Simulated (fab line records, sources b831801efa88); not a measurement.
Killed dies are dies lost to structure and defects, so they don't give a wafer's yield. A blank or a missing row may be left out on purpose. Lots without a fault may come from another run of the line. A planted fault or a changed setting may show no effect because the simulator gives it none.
Problem report in the 8D (eight disciplines) form, filled by code | flow sky130 | the parts of the form that need people (team, actions taken, sign-off) are left out

1. THE PROBLEM
dose_ions_cm2 at SKY_LDD_N_IMPLANT_11 reads a mean of 8.4e+13 on 6 wafers of 2 lots; wafers without a fault read 7.5e+13 with a standard deviation of 8e+10. That is +99 or more standard deviations from the usual mean.
First seen on wafer L520.1, day 22 17:09, on implanter-01. The record holds 18 wafers of 6 lots with a number at this step. Rule for "out", or "out of limits": more than 4 standard deviations from the usual mean. The other wafers with a number count as sound.

2. WHAT IT IS AND WHAT IT IS NOT
question                    | is                                | is not
which readings at this step | dose_ions_cm2, faraday_current_uA | -
which lots                  | L520, L522                        | L508, L509, L529, L530
which wafers of those lots  | all that have a number            | -
read on which tools         | implanter-01                      | implanter-04
when                        | from day 22 17:09                 | up to then (6 sound wafers); but 6 sound wafers of L529, L530 came after

3. SUSPECTS, AND WHAT RULES EACH OUT
Counting: a tool at a process step up to the reading stays a suspect if it ran every lot that is out and no sound lot after the first of them.
- implanter-01 at SKY_LDD_N_IMPLANT_11: kept. It ran every lot that is out, first L520 (day 22 17:09), and no sound lot after that; its last sound lot up to then is L509 (day 19 11:55). Its own readings are out on those wafers: dose_ions_cm2, faraday_current_uA.
Left after counting: implanter-01 at SKY_LDD_N_IMPLANT_11.

4. THE CAUSE (what the simulator had put in)
Process parameter drift: implanter-01, from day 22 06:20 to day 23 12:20, at SKY_LDD_N_IMPLANT_11. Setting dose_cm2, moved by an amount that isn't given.
Counting left only this tool.

5. THE CHAIN OF EFFECTS, in route order
Each row: a reading whose mean over the struck wafers that have a number lies more than 3 standard deviations from the usual. Only readings for which the record gives a usual standard deviation are gone through. hours: the time from each lot's start at the first step in this table that gives one to its start at this step, as a median over the lots. sigmas: the change in usual standard deviations.
hours | step                 | reading            | usual   | on struck wafers | change   | sigmas
0     | SKY_LDD_N_IMPLANT_11 | dose_ions_cm2      | 7.5e+13 | 8.4e+13          | +9.4e+12 | +99 or more
0     | SKY_LDD_N_IMPLANT_11 | faraday_current_uA | 423     | 478              | +55      | +6.1
The process steps in it:
- SKY_LDD_N_IMPLANT_11
Later measuring or inspecting steps at which every struck wafer that the step has a row for has a number for every such reading, and none has moved that far: SKY_LDD_N_TW_MEAS_17.

6. WHAT WOULD HAVE CAUGHT IT SOONER
In this record the first reading out of limits was taken at day 22 17:09, 11 hours after the fault began at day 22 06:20.
